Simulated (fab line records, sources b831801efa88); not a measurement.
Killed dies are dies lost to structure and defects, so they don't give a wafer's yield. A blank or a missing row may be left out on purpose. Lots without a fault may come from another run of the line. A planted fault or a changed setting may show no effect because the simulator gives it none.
A struck lot beside a sound one | flow gf180mcu | 29 steps out of a route of 602
Sound: wafers L700.1, L700.2, L700.3. Struck: wafer L705.3. (L705.1, L705.6 of the same lot were not struck and are left out.) The cause comes at the end.
At each step with rows: each side's tool, then ch and its chambers, then its first start. Under that, the readings that differ: sound wafers | struck wafers | difference of the means | sigmas: that difference in standard deviations of wafers without a fault.
alike: readings whose means differ by less than 2 such deviations, and words and numbers that are the same on both sides. not compared: withheld readings, readings that some wafer has no value for, bounds like >300 that may hide the same value, and numbers for which the record gives no deviation and whose values overlap.
The two part at a step that has a row with sigmas, a row that says differs or no value, or rows on one side only. Numbers that don't overlap but have no deviation are shown without sigmas and don't part them. A reading that every wafer of one side lacks parts them only if that side has two wafers or more.

first, 3 steps without rows for these wafers: GF_V5_STRIP_19 (strips in post etch residue remover, time 1200 s); GF_V5_CLEAN_20 (cleans in DIW); GF_V5_SPUTTER_21 (material Ti, target thk 15 nm, time 80.02 s).
GF_V5_SPUTTER_22: material TiN, target thk 10 nm, time 40 s.
  sound on pvd_sputter-01, day 32 03:23; struck on pvd_sputter-02, day 33 03:26
  alike: throttle_valve_pct
then, 1 step without rows for these wafers: GF_V5_CVD_23 (deposits W, target thk 350 nm, time 104.9 s).
GF_V5_RS_MEAS_24: measures by four-point-probe.
  sound on film_metro-01, day 32 03:32; struck on film_metro-04, day 33 03:35
  alike: V5_W_RS
GF_V5_THK_MEAS_25: measures by xrf.
  sound on film_metro-01, day 32 03:40; struck on film_metro-04, day 33 03:42
  alike: V5_W_THK
then, 2 steps without rows for these wafers: GF_V5_CMP_26 (polishes, stops on SiO2, t overpolish 15 s, target thk 0 nm); GF_TOP_METAL_SPUTTER_00 (material Ti, target thk 37.5 nm, time 150 s).
GF_TOP_METAL_SPUTTER_01: material TiN, target thk 30 nm, time 25 s.
  sound on pvd_sputter-04, day 32 04:24; struck on pvd_sputter-04, day 33 04:19
  alike: throttle_valve_pct
GF_TOP_METAL_SPUTTER_02: material AlCu, target thk 900 nm, time 48.65 s.
  sound on pvd_sputter-04, day 32 04:26; struck on pvd_sputter-04, day 33 04:20
  alike: throttle_valve_pct
then, 1 step without rows for these wafers: GF_TOP_METAL_SPUTTER_03 (material Ti, target thk 5 nm, time 3.3 s).
GF_TOP_METAL_SPUTTER_04: material TiN, target thk 25 nm, time 20.8 s.
  sound on pvd_sputter-04, day 32 04:29; struck on pvd_sputter-04, day 33 04:24
  reading                                       | sound             | struck | difference | sigmas
  model.TiN_of_TOP_METAL_SPUTTER_04.thk_nm (nm) | 24.82 24.73 24.48 | 28.14  | +3.46      |
  alike: throttle_valve_pct
GF_TOP_METAL_RS_MEAS_05: measures by four-point-probe.
  sound on film_metro-04, day 32 04:31; struck on film_metro-04, day 33 04:26
  alike: TOP_METAL_ALCU_RS
GF_TOP_METAL_THK_MEAS_06: measures by xrf.
  sound on film_metro-04, day 32 04:38; struck on film_metro-04, day 33 04:33
  alike: TOP_METAL_ALCU_THK
then, 7 steps without rows for these wafers: GF_TOP_METAL_DEHYDRATE_07 (time 60 s); GF_TOP_METAL_HMDS_08 (prime time 60 s); GF_TOP_METAL_COAT_09 (resist thk 1500 nm); GF_TOP_METAL_SOFTBAKE_10 (time 60 s); GF_TOP_METAL_EXPOSE_11 (exposes mask MetalTop, target cd 440 nm); GF_TOP_METAL_PEB_12; GF_TOP_METAL_DEVELOP_13 (develop time 60 s).
GF_TOP_METAL_CD_MEAS_14: target cd 440 nm.
  sound on cd_sem-01, day 32 20:50; struck on cd_sem-02, day 33 19:58
  reading    | sound             | struck | difference | sigmas
  cd_nm (nm) | 435.6 437.7 436.9 | 441.4  | +4.7       | +2
GF_TOP_METAL_OVL_MEAS_15:
  sound on overlay-02, day 32 20:58; struck on overlay-02, day 33 20:05
  alike: TOP_METAL_OVL
GF_TOP_METAL_METAL_ETCH_16: etches the open film in Cl2/BCl3, stops on SiO2, target depth 1197 nm, time 199.5 s.
  sound on rie_metal-02 ch 0,1, day 32 20:59; struck on rie_metal-04 ch 0, day 33 20:07
  alike: drypump_motor_current_A, he_backside_leak_sccm, oes_product_au, throttle_valve_pct
  not compared: rf_hours_counter_h
GF_TOP_METAL_STRIP_17: strips in O2/N2.
  sound on plasma_asher-01 ch 0,1, day 32 21:11; struck on plasma_asher-04 ch 0, day 33 20:19
  alike: drypump_motor_current_A, heater_power_w, oes_product_au, strip_time_to_endpoint_s
  not compared: rf_hours_counter_h
GF_TOP_METAL_STRIP_18: strips in post etch residue remover, time 1200 s.
  sound on wet_bench-03 ch 0, day 32 21:17; struck on wet_bench-03 ch 2, day 33 20:25
  reading                                       | sound            | struck | difference | sigmas
  model.TiN_of_TOP_METAL_SPUTTER_04.thk_nm (nm) | 24.4 24.31 24.06 | 27.72  | +3.46      |
  alike: temp_c
then, 2 steps without rows for these wafers: GF_TOP_METAL_CLEAN_19 (cleans in DIW); GF_PASSIVATION_PROBE_99.

WHERE THEY PART
Only at GF_TOP_METAL_CD_MEAS_14, within this record. Later steps at which nothing parts them and some readings are alike: GF_TOP_METAL_OVL_MEAS_15, GF_TOP_METAL_METAL_ETCH_16, GF_TOP_METAL_STRIP_17, GF_TOP_METAL_STRIP_18.

WHY: what the simulator had put in
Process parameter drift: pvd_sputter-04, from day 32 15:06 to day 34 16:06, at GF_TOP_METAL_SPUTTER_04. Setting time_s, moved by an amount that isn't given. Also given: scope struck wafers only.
